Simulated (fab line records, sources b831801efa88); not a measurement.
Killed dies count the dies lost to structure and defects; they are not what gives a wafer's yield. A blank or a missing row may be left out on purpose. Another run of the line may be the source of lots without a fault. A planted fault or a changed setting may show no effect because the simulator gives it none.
The same fault as seen by 2 desks	flow sky130	every desk sees just its own numbers, and what lay behind them comes last

AT THE TOOL OWNER'S DESK: pecvd-02
The tool's own readings at SKY_PASSIVATION_CVD_02 (deposits Si3N4, target thk 540 nm): means of the sampled wafers that have a number, for each lot that ran on this tool. If a lot's mean is further than 4 standard deviations from the usual mean, the lot is out of limits and carries the mark OUT (the distance appears in the brackets).
Columns: A = heater power w at SKY_PASSIVATION_CVD_02, usual 695 W
lot	first seen here	A
L217	day 44 20:55	726
L222	day 46 14:07	703
L225	day 46 16:43	738
L224	day 46 17:43	812
Finding of this desk: none of the 4 lots has anything out of limits.

THE METROLOGY DESK
What the gauges read for every lot (on any tool): the sampled wafers with a number, averaged. If a lot's mean is further than 4 standard deviations from the usual mean, the lot is out of limits and carries the mark OUT (the distance appears in the brackets).
Columns: A = VT_ADJUST_LVTN_2_TW at SKY_VT_ADJUST_LVTN_TW_MEAS_21, usual 188.0; B = CONTACT_OVL at SKY_CONTACT_OVL_MEAS_15, usual 2 nm; C = PASSIVATION_CVD_02_THK at SKY_PASSIVATION_THK_MEAS_03, usual 540 nm
lot	first seen here	A	B	C
L215	day 7 13:23	187.8	6	532
L216	day 8 02:38	186.9	-2	533
L217	day 8 10:45	189.5	-2	547
L222	day 10 05:59	188.7	6	636 (+14) OUT
L224	day 10 11:04	187.4	1	709 (+24) OUT
L225	day 10 12:37	186.3	3	633 (+13) OUT
L229	day 11 21:23	185.3	7	542
L231	day 12 08:31	189.6	-3	547
L232	day 12 14:21	188.0	3	535
L236	day 14 02:30	189.5	-0	540
L238	day 14 11:18	188.4	-2	546
This desk's result: L222, L224, L225 out of limits, first on L222 (PASSIVATION_CVD_02_THK at SKY_PASSIVATION_THK_MEAS_03), day 46 14:16. Within limits: L215, L216, L217, L229, L231, L232, L236, L238.

BROUGHT TOGETHER
L222, L224, L225 would have let the metrology desk raise an alarm at day 46 14:16.
The tool owner's desk saw nothing out of limits.
The tool owner's desk has L222, L224, L225 on record, within its limits.
The lots listed all ran SKY_PASSIVATION_CVD_02 on pecvd-02.

WHAT THE SIMULATOR HAD PUT IN
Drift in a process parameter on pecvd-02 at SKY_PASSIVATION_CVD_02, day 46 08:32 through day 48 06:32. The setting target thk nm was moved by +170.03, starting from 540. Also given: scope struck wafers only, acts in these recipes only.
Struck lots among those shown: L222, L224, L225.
Hours from the fault's start to each desk's first reading out of limits: the metrology desk, 6.
